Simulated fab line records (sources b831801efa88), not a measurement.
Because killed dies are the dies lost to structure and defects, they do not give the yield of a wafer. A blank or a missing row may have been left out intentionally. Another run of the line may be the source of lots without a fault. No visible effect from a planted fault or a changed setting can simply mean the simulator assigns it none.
fab line records	flow gf180mcu
[record] lots = 24	wafers = 72	last_day = 34
route steps=602 shown V3@432 M4@458 V4@490
lots untouched by any fault: they come from a run of this same line in which no faults occurred
start_h: start of the lot's first displayed wafer, in hours after the record's first day	wait_h: hours from the lot's prior step to this one	" identical to the entry in the row above	L1.1+2: one row covering several wafers at once	- no value present, or no start provided	* or withheld: withheld	< > ~ a bound
route shown NAME@n: names a module that has steps shown in the file, with the first one's number in the route	usual: average and standard deviation across the fault-free wafers	same: alike in all rows	chamber/n: place in a boat	sites: each site's reading	_std_site: their standard deviation	_edge_site: the outer-site mean with the inner-site mean subtracted	radius_mm: how far each site lies from the wafer's centre	mask NAME#n: copy n	behind: tool/chamber where the wafer was last shaped	hold: why the lot was held/for how many hours/how that ended	device: which transistor (n, p or np) failed to switch	end of line: the tests these same wafers got at the end of their route	where a step has no rows: the recipe by itself	killed: not the wafer's yield, but the dies lost to structure and defects at the first sort	map: per-die view of a wafer (x killed, . not killed, _ where there is no die)
set.NAME: the setting the step ran with; set.NAME@STEP: the setting that earlier step ran with	model.NAME: the simulator's own value behind a step, which no gauge read
route steps across a sampled set of lots; one table per step, one row per wafer
services: the hour from which a tool's chamber was out of use, counted from the record's first day as start_h (under 0 if before that day), plus the number of hours and why
[[steps]]
[step GF_V3_THK_MEAS_03]
[recipe] reads = SiO2_of_V3_CVD_02
[usual] V3_CVD_02_THK = 852/9.7
lot.wafer	tool	chamber	start_h	wait_h	V3_CVD_02_THK[nm]
L074.1	film_metro-04	-	502.70	0.0	851
L074.4	"	-	"	"	862
L074.5	"	-	"	"	852
L075.2	film_metro-04	-	515.20	0.0	851
L075.3	"	-	"	"	839
L075.6	"	-	"	"	852
L076.1	film_metro-03	-	519.60	0.0	844
L076.5	"	-	"	"	862
L076.6	"	-	"	"	851
L077.1	film_metro-03	-	524.35	0.0	855
L077.3	"	-	"	"	847
L077.6	"	-	"	"	849
L079.2	film_metro-03	-	530.29	0.0	833
L079.4	"	-	"	"	859
L079.5	"	-	"	"	852
L078.1	film_metro-03	-	533.97	0.0	853
L078.4	"	-	"	"	864
L078.6	"	-	"	"	848
L080.3	film_metro-03	-	545.27	0.1	838
L080.5	"	-	"	"	850
L080.6	"	-	"	"	859
L081.3	film_metro-04	-	554.27	0.1	841
L081.4	"	-	"	"	855
L081.5	"	-	"	"	871
L082.2	film_metro-04	-	560.14	0.0	847
L082.4	"	-	"	"	860
L082.6	"	-	"	"	858
L083.2	film_metro-04	-	563.70	0.1	851
L083.3	"	-	"	"	853
L083.5	"	-	"	"	866
L084.2	film_metro-01	-	580.12	0.0	851
L084.3	"	-	"	"	851
L084.4	"	-	"	"	858
L085.1	film_metro-01	-	588.33	0.0	838
L085.3	"	-	"	"	852
L085.6	"	-	"	"	857
L086.3	film_metro-01	-	595.47	0.1	845
L086.4	"	-	"	"	854
L086.5	"	-	"	"	855
L087.1	film_metro-03	-	601.45	0.0	849
L087.4	"	-	"	"	857
L087.5	"	-	"	"	856
L088.1	film_metro-04	-	605.83	0.0	845
L088.3	"	-	"	"	847
L088.6	"	-	"	"	866
L089.1	film_metro-03	-	617.89	0.0	864
L089.5	"	-	"	"	873
L089.6	"	-	"	"	873
L090.1	film_metro-01	-	621.41	0.0	843
L090.5	"	-	"	"	855
L090.6	"	-	"	"	859
L091.2	film_metro-03	-	631.51	0.0	849
L091.3	"	-	"	"	840
L091.5	"	-	"	"	854
L092.2	film_metro-04	-	632.24	0.0	849
L092.4	"	-	"	"	869
L092.6	"	-	"	"	873
L093.1	film_metro-04	-	645.82	0.0	845
L093.2	"	-	"	"	831
L093.4	"	-	"	"	858
L094.1	film_metro-01	-	648.61	0.0	839
L094.5	"	-	"	"	861
L094.6	"	-	"	"	852
L095.1	film_metro-03	-	662.36	0.0	841
L095.5	"	-	"	"	857
L095.6	"	-	"	"	851
L096.2	film_metro-03	-	664.05	0.0	849
L096.3	"	-	"	"	848
L096.4	"	-	"	"	873
L097.1	film_metro-03	-	668.80	0.0	830
L097.4	"	-	"	"	846
L097.5	"	-	"	"	847
[step GF_V3_CD_MEAS_14]
[recipe] target_cd_nm = 260
[usual] cd_nm = 260.2/1.1
lot.wafer	tool	chamber	start_h	wait_h	cd_nm
L074.1	cd_sem-02	-	526.59	0.1	260.5
L074.4	"	-	"	"	260.5
L074.5	"	-	"	"	260.6
L075.2	cd_sem-02	-	539.05	0.1	261.6
L075.3	"	-	"	"	260.8
L075.6	"	-	"	"	261.1
L076.1	cd_sem-02	-	543.48	0.1	259.0
L076.5	"	-	"	"	260.4
L076.6	"	-	"	"	258.9
L077.1	cd_sem-01	-	547.08	0.1	259.7
L077.3	"	-	"	"	259.9
L077.6	"	-	"	"	259.8
L079.2	cd_sem-01	-	552.92	0.1	261.1
L079.4	"	-	"	"	262.5
L079.5	"	-	"	"	260.4
L078.1	cd_sem-01	-	557.14	0.1	260.6
L078.4	"	-	"	"	259.4
L078.6	"	-	"	"	259.8
L080.3	cd_sem-02	-	567.99	0.1	260.8
L080.5	"	-	"	"	259.5
L080.6	"	-	"	"	261.2
L081.3	cd_sem-01	-	576.64	0.1	260.3
L081.4	"	-	"	"	259.2
L081.5	"	-	"	"	260.0
L082.2	cd_sem-01	-	582.11	0.1	261.9
L082.4	"	-	"	"	261.1
L082.6	"	-	"	"	261.6
L083.2	cd_sem-01	-	585.26	0.1	262.4
L083.3	"	-	"	"	261.0
L083.5	"	-	"	"	262.3
L084.2	cd_sem-01	-	601.22	0.1	262.0
L084.3	"	-	"	"	261.4
L084.4	"	-	"	"	261.3
L085.1	cd_sem-02	-	609.58	0.1	258.9
L085.3	"	-	"	"	260.5
L085.6	"	-	"	"	258.7
L086.3	cd_sem-01	-	616.82	0.1	259.4
L086.4	"	-	"	"	258.8
L086.5	"	-	"	"	261.1
L087.1	cd_sem-02	-	622.28	0.1	259.8
L087.4	"	-	"	"	259.3
L087.5	"	-	"	"	259.2
L088.1	cd_sem-01	-	627.18	0.1	261.1
L088.3	"	-	"	"	261.3
L088.6	"	-	"	"	261.7
L089.1	cd_sem-02	-	639.94	2.2	260.9
L089.5	"	-	"	"	260.9
L089.6	"	-	"	"	260.9
L090.1	cd_sem-02	-	641.03	0.1	259.4
L090.5	"	-	"	"	260.2
L090.6	"	-	"	"	258.8
L091.2	cd_sem-02	-	650.45	0.1	257.1
L091.3	"	-	"	"	257.9
L091.5	"	-	"	"	258.2
L092.2	cd_sem-01	-	651.66	0.1	258.0
L092.4	"	-	"	"	259.4
L092.6	"	-	"	"	259.4
L093.1	cd_sem-01	-	665.44	0.1	259.7
L093.2	"	-	"	"	259.5
L093.4	"	-	"	"	259.6
L094.1	cd_sem-02	-	668.64	0.1	258.6
L094.5	"	-	"	"	258.7
L094.6	"	-	"	"	258.5
L095.1	cd_sem-02	-	681.24	0.1	261.6
L095.5	"	-	"	"	260.7
L095.6	"	-	"	"	261.7
L096.2	cd_sem-02	-	683.85	0.1	258.4
L096.3	"	-	"	"	259.5
L096.4	"	-	"	"	259.4
L097.1	cd_sem-02	-	688.03	0.1	259.5
L097.4	"	-	"	"	260.6
L097.5	"	-	"	"	259.5
[step GF_V3_ETCH_17]
[recipe] chemistry = C4F8/O2/Ar	mask_material = KrF	target = SiO2	stop_on = TiN	source_w = 1500	bias_w = 1200	pressure_mtorr = 40	c4f8_flow_sccm = withheld	O2_flow_sccm = 6	Ar_flow_sccm = 300	time_s = withheld	target_depth_a = 6350
[usual] oes_product_au = 0.856/0.0048
lot.wafer	tool	chamber	start_h	wait_h	oes_product_au
L074.1	rie_diel-01	1	-	-	0.864
L074.4	"	0	"	"	0.863
L074.5	"	3	"	"	0.850
L075.2	rie_diel-01	1	-	-	0.855
L075.3	"	0	"	"	0.850
L075.6	"	3	"	"	0.849
L076.1	rie_diel-02	0	-	-	0.851
L076.5	"	2	"	"	0.856
L076.6	"	3	"	"	0.852
L077.1	rie_diel-02	1	-	-	0.847
L077.3	"	2	"	"	0.853
L077.6	"	3	"	"	0.861
L079.2	rie_diel-01	1	-	-	0.861
L079.4	"	2	"	"	0.866
L079.5	"	2	"	"	0.859
L078.1	rie_diel-01	2	-	-	0.849
L078.4	"	0	"	"	0.856
L078.6	"	2	"	"	0.851
L080.3	rie_diel-02	2	-	-	0.851
L080.5	"	1	"	"	0.860
L080.6	"	0	"	"	0.849
L081.3	rie_diel-01	0	-	-	0.860
L081.4	"	0	"	"	0.845
L081.5	"	2	"	"	0.865
L082.2	rie_diel-01	0	-	-	0.856
L082.4	"	2	"	"	0.856
L082.6	"	0	"	"	0.854
L083.2	rie_diel-01	3	-	-	0.864
L083.3	"	2	"	"	0.859
L083.5	"	0	"	"	0.856
L084.2	rie_diel-03	3	-	-	0.855
L084.3	"	1	"	"	0.858
L084.4	"	0	"	"	0.857
L085.1	rie_diel-01	0	-	-	0.854
L085.3	"	3	"	"	0.860
L085.6	"	2	"	"	0.852
L086.3	rie_diel-03	3	-	-	0.860
L086.4	"	2	"	"	0.855
L086.5	"	2	"	"	0.858
L087.1	rie_diel-02	1	-	-	0.849
L087.4	"	2	"	"	0.856
L087.5	"	1	"	"	0.870
L088.1	rie_diel-03	3	-	-	0.860
L088.3	"	1	"	"	0.852
L088.6	"	1	"	"	0.857
L089.1	rie_diel-02	2	-	-	0.863
L089.5	"	1	"	"	0.857
L089.6	"	0	"	"	0.853
L090.1	rie_diel-03	2	-	-	0.857
L090.5	"	0	"	"	0.850
L090.6	"	3	"	"	0.865
L091.2	rie_diel-02	2	-	-	0.851
L091.3	"	0	"	"	0.854
L091.5	"	1	"	"	0.851
L092.2	rie_diel-01	1	-	-	0.863
L092.4	"	0	"	"	0.855
L092.6	"	3	"	"	0.858
L093.1	rie_diel-01	3	-	-	0.852
L093.2	"	1	"	"	0.859
L093.4	"	0	"	"	0.854
L094.1	rie_diel-02	1	-	-	0.853
L094.5	"	3	"	"	0.859
L094.6	"	0	"	"	0.858
L095.1	rie_diel-02	1	-	-	0.860
L095.5	"	1	"	"	0.852
L095.6	"	3	"	"	0.857
L096.2	rie_diel-01	0	-	-	0.867
L096.3	"	3	"	"	0.860
L096.4	"	1	"	"	0.860
L097.1	rie_diel-03	3	-	-	0.853
L097.4	"	2	"	"	0.864
L097.5	"	1	"	"	0.849
[step GF_V3_SPUTTER_21]
[recipe] material = Ti	target_thk_nm = 15	chamber_pressure_pa = 5	power_w = 2500	substrate_temp_c = 200	time_s = 80.02
[usual] cathode_dc_power_W = 2500.0/0.43	throttle_valve_pct = 30.0/0.75
lot.wafer	tool	chamber	start_h	wait_h	cathode_dc_power_W	throttle_valve_pct
L074.1	pvd_sputter-02	-	527.48	0.0	2500.2	30.8
L074.4	"	-	"	"	2500.0	28.7
L074.5	"	-	"	"	2500.0	30.2
L075.2	pvd_sputter-03	-	539.85	0.0	2500.0	29.2
L075.3	"	-	"	"	2500.3	30.5
L075.6	"	-	"	"	2500.2	30.6
L076.1	pvd_sputter-03	-	544.33	0.0	2499.7	30.9
L076.5	"	-	"	"	2500.2	29.4
L076.6	"	-	"	"	2500.3	30.2
L077.1	pvd_sputter-02	-	547.90	0.0	2499.8	31.0
L077.3	"	-	"	"	2499.6	28.6
L077.6	"	-	"	"	2499.8	28.9
L079.2	pvd_sputter-02	-	553.81	0.0	2499.7	28.4
L079.4	"	-	"	"	2500.5	30.3
L079.5	"	-	"	"	2500.3	29.0
L078.1	pvd_sputter-03	-	558.36	0.0	2500.0	30.1
L078.4	"	-	"	"	2499.7	30.6
L078.6	"	-	"	"	2500.8	30.9
L080.3	pvd_sputter-02	-	568.77	0.0	2500.2	28.4
L080.5	"	-	"	"	2501.3	28.6
L080.6	"	-	"	"	2499.6	30.8
L081.3	pvd_sputter-03	-	577.41	0.0	2500.4	29.3
L081.4	"	-	"	"	2499.3	30.2
L081.5	"	-	"	"	2499.8	31.0
L082.2	pvd_sputter-02	-	582.91	0.0	2499.8	29.7
L082.4	"	-	"	"	2500.3	28.5
L082.6	"	-	"	"	2500.3	30.5
L083.2	pvd_sputter-02	-	586.06	0.0	2500.0	30.2
L083.3	"	-	"	"	2499.5	29.6
L083.5	"	-	"	"	2499.5	30.2
L084.2	pvd_sputter-02	-	602.01	0.0	2500.0	29.5
L084.3	"	-	"	"	2500.2	30.7
L084.4	"	-	"	"	2500.2	30.4
L085.1	pvd_sputter-02	-	610.43	0.0	2500.0	29.0
L085.3	"	-	"	"	2499.7	30.9
L085.6	"	-	"	"	2499.5	28.5
L086.3	pvd_sputter-03	-	617.60	0.0	2499.2	29.4
L086.4	"	-	"	"	2500.3	30.1
L086.5	"	-	"	"	2499.5	30.9
L087.1	pvd_sputter-03	-	623.11	0.0	2500.6	30.8
L087.4	"	-	"	"	2499.8	30.0
L087.5	"	-	"	"	2500.0	30.6
L088.1	pvd_sputter-03	-	628.00	0.0	2500.1	30.9
L088.3	"	-	"	"	2500.1	29.5
L088.6	"	-	"	"	2500.8	30.6
L089.1	pvd_sputter-01	-	640.77	0.0	2500.2	29.3
L089.5	"	-	"	"	2500.2	29.3
L089.6	"	-	"	"	2500.2	30.5
L090.1	pvd_sputter-02	-	641.88	0.0	2500.2	28.9
L090.5	"	-	"	"	2499.6	29.2
L090.6	"	-	"	"	2500.3	28.5
L091.2	pvd_sputter-02	-	651.26	0.0	2499.8	29.6
L091.3	"	-	"	"	2500.0	28.8
L091.5	"	-	"	"	2500.3	29.6
L092.2	pvd_sputter-01	-	652.46	0.0	2500.3	29.3
L092.4	"	-	"	"	2500.2	29.8
L092.6	"	-	"	"	2500.3	29.7
L093.1	pvd_sputter-02	-	666.26	0.0	2499.9	29.1
L093.2	"	-	"	"	2499.9	30.2
L093.4	"	-	"	"	2499.9	30.9
L094.1	pvd_sputter-01	-	669.46	0.0	2499.9	29.9
L094.5	"	-	"	"	2499.4	29.5
L094.6	"	-	"	"	2499.6	30.5
L095.1	pvd_sputter-03	-	682.06	0.0	2500.7	31.1
L095.5	"	-	"	"	2499.9	30.6
L095.6	"	-	"	"	2499.3	31.0
L096.2	pvd_sputter-03	-	684.65	0.0	2500.0	29.8
L096.3	"	-	"	"	2499.4	29.6
L096.4	"	-	"	"	2500.2	30.7
L097.1	pvd_sputter-01	-	688.86	0.0	2500.9	29.7
L097.4	"	-	"	"	2500.6	29.2
L097.5	"	-	"	"	2499.7	30.4
[step GF_M4_SPUTTER_02]
[recipe] material = AlCu	target_thk_nm = 450	power_w = 10600	time_s = 23.9	chamber_pressure_pa = 0.4
[usual] cathode_dc_power_W = 10600/2	throttle_valve_pct = 30.1/0.97
lot.wafer	tool	chamber	start_h	wait_h	cathode_dc_power_W	throttle_valve_pct
L074.1	pvd_sputter-04	-	528.30	0.0	10599	29.3
L074.4	"	-	"	"	10600	32.4
L074.5	"	-	"	"	10601	31.0
L075.2	pvd_sputter-01	-	540.67	0.0	10599	30.5
L075.3	"	-	"	"	10599	30.4
L075.6	"	-	"	"	10599	30.7
L076.1	pvd_sputter-02	-	545.15	0.0	10600	30.1
L076.5	"	-	"	"	10602	30.4
L076.6	"	-	"	"	10599	30.6
L077.1	pvd_sputter-04	-	548.84	0.0	10602	32.5
L077.3	"	-	"	"	10605	30.3
L077.6	"	-	"	"	10599	30.5
L079.2	pvd_sputter-02	-	554.63	0.0	10597	30.2
L079.4	"	-	"	"	10598	29.4
L079.5	"	-	"	"	10598	30.2
L078.1	pvd_sputter-01	-	559.35	0.0	10602	29.8
L078.4	"	-	"	"	10598	29.9
L078.6	"	-	"	"	10598	30.5
L080.3	pvd_sputter-04	-	569.59	0.0	10599	32.3
L080.5	"	-	"	"	10598	29.4
L080.6	"	-	"	"	10597	32.5
L081.3	pvd_sputter-04	-	578.24	0.0	10602	31.0
L081.4	"	-	"	"	10600	30.5
L081.5	"	-	"	"	10603	32.4
L082.2	pvd_sputter-02	-	583.75	0.0	10600	28.5
L082.4	"	-	"	"	10600	29.3
L082.6	"	-	"	"	10603	30.7
L083.2	pvd_sputter-01	-	586.88	0.0	10599	29.7
L083.3	"	-	"	"	10604	30.6
L083.5	"	-	"	"	10597	30.6
L084.2	pvd_sputter-04	-	602.84	0.0	10602	32.6
L084.3	"	-	"	"	10602	31.0
L084.4	"	-	"	"	10597	30.2
L085.1	pvd_sputter-02	-	611.25	0.0	10601	28.7
L085.3	"	-	"	"	10602	30.4
L085.6	"	-	"	"	10601	28.7
L086.3	pvd_sputter-02	-	618.42	0.0	10603	30.8
L086.4	"	-	"	"	10599	30.2
L086.5	"	-	"	"	10602	29.4
L087.1	pvd_sputter-02	-	623.93	0.0	10601	28.7
L087.4	"	-	"	"	10601	30.3
L087.5	"	-	"	"	10603	30.9
L088.1	pvd_sputter-01	-	628.94	0.0	10598	30.1
L088.3	"	-	"	"	10598	29.9
L088.6	"	-	"	"	10599	29.9
L089.1	pvd_sputter-01	-	642.59	0.0	10601	30.0
L089.5	"	-	"	"	10604	29.4
L089.6	"	-	"	"	10600	30.2
L090.1	pvd_sputter-01	-	643.19	0.0	10599	30.1
L090.5	"	-	"	"	10599	29.7
L090.6	"	-	"	"	10600	30.3
L091.2	pvd_sputter-04	-	652.08	0.0	10604	28.9
L091.3	"	-	"	"	10599	32.3
L091.5	"	-	"	"	10599	32.6
L092.2	pvd_sputter-02	-	653.29	0.0	10600	30.9
L092.4	"	-	"	"	10600	30.1
L092.6	"	-	"	"	10599	28.6
L093.1	pvd_sputter-02	-	667.09	0.0	10599	28.3
L093.2	"	-	"	"	10601	31.1
L093.4	"	-	"	"	10601	29.4
L094.1	pvd_sputter-02	-	670.49	0.0	10603	30.7
L094.5	"	-	"	"	10600	29.1
L094.6	"	-	"	"	10599	28.2
L095.1	pvd_sputter-01	-	682.88	0.0	10598	29.2
L095.5	"	-	"	"	10602	29.0
L095.6	"	-	"	"	10603	30.0
L096.2	pvd_sputter-02	-	685.47	0.0	10600	30.1
L096.3	"	-	"	"	10596	30.5
L096.4	"	-	"	"	10599	28.4
L097.1	pvd_sputter-01	-	689.79	0.0	10604	30.3
L097.4	"	-	"	"	10599	30.5
L097.5	"	-	"	"	10599	30.6
[step GF_V4_CD_MEAS_14]
[recipe] target_cd_nm = 260
[usual] cd_nm = 260.0/1.3
lot.wafer	tool	chamber	start_h	wait_h	cd_nm
L074.1	cd_sem-01	-	574.74	0.1	260.6
L074.4	"	-	"	"	260.9
L074.5	"	-	"	"	261.4
L075.2	cd_sem-02	-	585.92	0.1	260.6
L075.3	"	-	"	"	260.2
L075.6	"	-	"	"	259.0
L076.1	cd_sem-01	-	590.40	0.1	261.3
L076.5	"	-	"	"	261.2
L076.6	"	-	"	"	261.3
L077.1	cd_sem-01	-	593.50	0.1	261.1
L077.3	"	-	"	"	260.8
L077.6	"	-	"	"	262.3
L079.2	cd_sem-01	-	599.66	0.1	261.2
L079.4	"	-	"	"	260.8
L079.5	"	-	"	"	261.1
L078.1	cd_sem-02	-	603.94	0.1	259.0
L078.4	"	-	"	"	259.3
L078.6	"	-	"	"	258.2
L080.3	cd_sem-01	-	613.58	0.1	256.2
L080.5	"	-	"	"	258.1
L080.6	"	-	"	"	255.9
L081.3	cd_sem-02	-	621.28	0.1	260.6
L081.4	"	-	"	"	261.1
L081.5	"	-	"	"	258.5
L082.2	cd_sem-01	-	626.37	0.1	259.4
L082.4	"	-	"	"	258.7
L082.6	"	-	"	"	258.4
L083.2	cd_sem-02	-	630.01	0.1	260.3
L083.3	"	-	"	"	260.2
L083.5	"	-	"	"	259.2
L084.2	cd_sem-02	-	644.96	0.1	263.5
L084.3	"	-	"	"	264.8
L084.4	"	-	"	"	262.9
L085.1	cd_sem-01	-	652.94	0.1	259.4
L085.3	"	-	"	"	260.2
L085.6	"	-	"	"	258.5
L086.3	cd_sem-01	-	661.68	0.1	260.4
L086.4	"	-	"	"	259.6
L086.5	"	-	"	"	258.6
L087.1	cd_sem-01	-	664.74	0.1	257.7
L087.4	"	-	"	"	258.6
L087.5	"	-	"	"	258.2
L088.1	cd_sem-01	-	668.54	0.1	259.7
L088.3	"	-	"	"	260.0
L088.6	"	-	"	"	260.4
L089.1	cd_sem-02	-	683.64	0.1	260.5
L089.5	"	-	"	"	261.1
L089.6	"	-	"	"	260.7
L090.1	cd_sem-02	-	684.39	0.1	258.7
L090.5	"	-	"	"	258.6
L090.6	"	-	"	"	257.9
L091.2	cd_sem-01	-	693.26	0.1	260.6
L091.3	"	-	"	"	260.7
L091.5	"	-	"	"	261.1
L092.2	cd_sem-02	-	693.37	0.1	259.4
L092.4	"	-	"	"	259.6
L092.6	"	-	"	"	259.4
L093.1	cd_sem-02	-	707.04	0.1	260.9
L093.2	"	-	"	"	260.1
L093.4	"	-	"	"	261.3
L094.1	cd_sem-01	-	709.69	0.1	259.4
L094.5	"	-	"	"	259.2
L094.6	"	-	"	"	259.1
L095.1	cd_sem-02	-	721.49	0.1	260.4
L095.5	"	-	"	"	260.5
L095.6	"	-	"	"	260.7
L096.2	cd_sem-01	-	724.12	0.1	258.8
L096.3	"	-	"	"	259.6
L096.4	"	-	"	"	259.4
L097.1	cd_sem-01	-	728.54	0.1	259.8
L097.4	"	-	"	"	260.9
L097.5	"	-	"	"	259.4
[[services]]
tool	chamber	start_h	hours	kind
rie_diel-01	2	522.04	-	clean
rie_diel-01	2	522.04	18.4	scheduled_down
rie_diel-01	2	522.04	18.4	vent_cycle
pvd_sputter-01	0	537.50	-	consumable_replace:kit
pvd_sputter-01	0	537.50	18.0	scheduled_down
pvd_sputter-01	0	537.50	18.0	vent_cycle
rie_diel-02	-	538.62	2.8	pm
pvd_sputter-04	-	541.11	5.5	repair
pvd_sputter-01	-	549.52	6.7	repair
rie_diel-01	1	558.76	-	clean
rie_diel-02	-	604.35	0.2	repair
pvd_sputter-01	-	608.43	2.7	repair
rie_diel-03	3	618.56	3.7	repair
rie_diel-03	-	623.56	0.4	repair
pvd_sputter-02	3	624.02	-	consumable_replace:kit
pvd_sputter-02	3	624.02	18.0	scheduled_down
pvd_sputter-02	3	624.02	18.0	vent_cycle
pvd_sputter-01	-	631.50	1.1	repair
rie_diel-02	3	643.87	7.9	repair
rie_diel-01	-	644.58	0.7	repair
pvd_sputter-03	-	651.00	1.5	repair
rie_diel-02	0	675.54	6.4	repair
rie_diel-03	-	676.58	10.7	repair
rie_diel-03	-	689.70	0.6	repair
[[key]]
fault none
